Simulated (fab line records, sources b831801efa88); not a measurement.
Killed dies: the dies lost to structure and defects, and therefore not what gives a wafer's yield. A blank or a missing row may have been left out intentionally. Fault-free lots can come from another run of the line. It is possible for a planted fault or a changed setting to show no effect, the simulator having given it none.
8D (eight disciplines) problem report, filled in by code :: flow sky130 :: the parts of the form that need people (team, actions taken, sign-off) are left out

## 1. THE ISSUE
SKY_PAD_OPEN_PROBE_99, killed_at_M0_to_M3: mean 241 on 3 wafers (1 lot); fault-free wafers 42, standard deviation 6.4. That puts it +31 standard deviations away from the usual mean.
The first sign was on wafer L168.1 at day 48 14:26, on prober-01. The record holds 39 wafers of 13 lots with a number at this step. By rule, "out" or "out of limits" means more than 4 standard deviations away from the usual mean. Any other wafer with a number is counted as sound.

## 2. WHAT THIS IS AND IS NOT
question: which readings at this step
is: killed_at_M0_to_M3, defectLimitedYield, killedDies, killedOnRim
is not: killedAtContacts, killedAtFrontEnd, killedOpen, killedShort

question: which lots
is: L168
is not: L158, L159, L160, L161, L162, L163, L165, L166, L167, L177, L180, L181

question: which wafers of those lots
is: all that have a number
is not: -

question: read on which tools
is: prober-01
is not: prober-02

question: when
is: from day 48 14:26
is not: up to then (27 sound wafers); but 9 sound wafers of L177, L180, L181 came after

## 3. SUSPECTS, AND WHAT RULES EACH OUT
Counting: a tool at a process step up to the reading stays a suspect if it ran every lot that is out and no sound lot after the first of them.
- cmp-01 at SKY_VIA1_CMP_02 (polishes SiO2): ruled out as a lasting fault. Sound lots L177, L180, L181 ran on it after its first lot that is out, L168 (day 36 08:02).
- pvdSputter-03 at SKY_VIA4_SPUTTER_17 (material TiN, target thk 20 nm, time 80 s): ruled out as a lasting fault. Sound lots L177 ran on it after its first lot that is out, L168 (day 45 20:59).
- cvdW-02 at SKY_VIA4_CVD_18 (deposits W, target thk 505 nm, time 152.14 s): ruled out as a lasting fault. Sound lots L181 ran on it after its first lot that is out, L168 (day 45 21:02).
- prober-01 at SKY_PAD_OPEN_PROBE_99: ruled out as a lasting fault. Sound lots L177, L180 ran on it after its first lot that is out, L168 (day 48 14:26).
Left after counting: nothing in the record.

## 4. THE CAUSE (what the simulator had put in)
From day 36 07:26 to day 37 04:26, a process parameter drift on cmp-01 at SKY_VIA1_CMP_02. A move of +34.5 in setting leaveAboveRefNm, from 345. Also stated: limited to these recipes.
Counting ruled it out, wrongly: the rule takes a fault to strike every lot that its tool runs from its start on, and this one did not.

## 5. THE EFFECT CHAIN, in route order
Rows list readings where the struck wafers' mean (over those with a number) sits beyond 3 standard deviations from the usual. Only readings for which the record gives a usual standard deviation are gone through. hours: the time from each lot's start at the first step in this table that gives one to its start at this step, as a median over the lots. sigmas: the change in usual standard deviations.
hours: 0
step: SKY_PAD_OPEN_PROBE_99
reading: defectLimitedYield
usual: 82.5 %
on struck wafers: 41.7
change: -40.8
sigmas: -21

hours: 0
step: SKY_PAD_OPEN_PROBE_99
reading: killed_at_M0_to_M3
usual: 42
on struck wafers: 241
change: +199
sigmas: +31

hours: 0
step: SKY_PAD_OPEN_PROBE_99
reading: killedDies
usual: 86
on struck wafers: 287
change: +201
sigmas: +22

hours: 0
step: SKY_PAD_OPEN_PROBE_99
reading: killedOnRim
usual: 17
on struck wafers: 69
change: +52
sigmas: +13
Its process steps:
- SKY_PAD_OPEN_PROBE_99

## 6. HOW IT WOULD HAVE BEEN CAUGHT EARLIER
295 hours passed between the start of the fault at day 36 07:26 and the first reading out of limits in this record, taken at day 48 14:26.
Tool readings at SKY_VIA1_CMP_02 with a usual standard deviation given in the record: none out on any struck wafer, hence no alarm at a limit of 4 standard deviations on them.
